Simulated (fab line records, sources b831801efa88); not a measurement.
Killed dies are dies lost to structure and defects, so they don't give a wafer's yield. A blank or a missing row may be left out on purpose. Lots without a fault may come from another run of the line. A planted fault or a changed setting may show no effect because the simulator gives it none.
One fault seen from 2 desks | flow sky130 | each desk has only its own numbers; what lay behind them comes last

THE METROLOGY DESK
What the gauges read, lot by lot, whatever tool the lot ran on: means of the sampled wafers that have a number. A lot is out of limits, marked OUT, if its mean lies more than 4 standard deviations from the usual mean; the brackets give that distance.
Columns: A = CONTACT_BOW at SKY_CONTACT_BOW_MEAS_05, usual 81 um
lot  | first seen here | A
L137 | day 30 03:43    | 88
L138 | day 30 08:24    | 85
L141 | day 31 16:59    | 84
L142 | day 31 22:34    | 91
L143 | day 32 09:36    | 79
L144 | day 32 18:58    | 87
L145 | day 33 02:03    | 84
L147 | day 33 17:41    | 74
L149 | day 34 09:22    | 76
L150 | day 35 05:28    | 87
L153 | day 35 12:13    | 72
L155 | day 36 13:51    | 82
This desk's finding: nothing out of limits on any of the 12 lots.

THE TOOL OWNER'S DESK: cmp-01
The tool's own readings at SKY_CONTACT_CMP_04 (polishes SiO2): means of the sampled wafers that have a number, for each lot that ran on this tool. A lot is out of limits, marked OUT, if its mean lies more than 4 standard deviations from the usual mean; the brackets give that distance.
Columns: A = motor_current_A at SKY_CONTACT_CMP_04, usual 11.7 A; B = time_to_endpoint_s at SKY_CONTACT_CMP_04, usual 82 s
lot  | first seen here | A    | B
L137 | day 30 03:28    | 12.1 | 81
L138 | day 30 08:05    | 10.9 | 80
L141 | day 31 16:47    | 11.2 | 87
L143 | day 32 09:16    | 10.5 | 81
L145 | day 33 01:45    | 11.2 | 82
L147 | day 33 17:23    | 11.0 | 87
L153 | day 35 11:55    | 12.2 | 90
L155 | day 36 13:40    | 10.3 | 76
This desk's finding: nothing out of limits on any of the 8 lots.

PUT TOGETHER
The metrology desk saw nothing out of limits.
The tool owner's desk saw nothing out of limits.

WHAT THE SIMULATOR HAD PUT IN
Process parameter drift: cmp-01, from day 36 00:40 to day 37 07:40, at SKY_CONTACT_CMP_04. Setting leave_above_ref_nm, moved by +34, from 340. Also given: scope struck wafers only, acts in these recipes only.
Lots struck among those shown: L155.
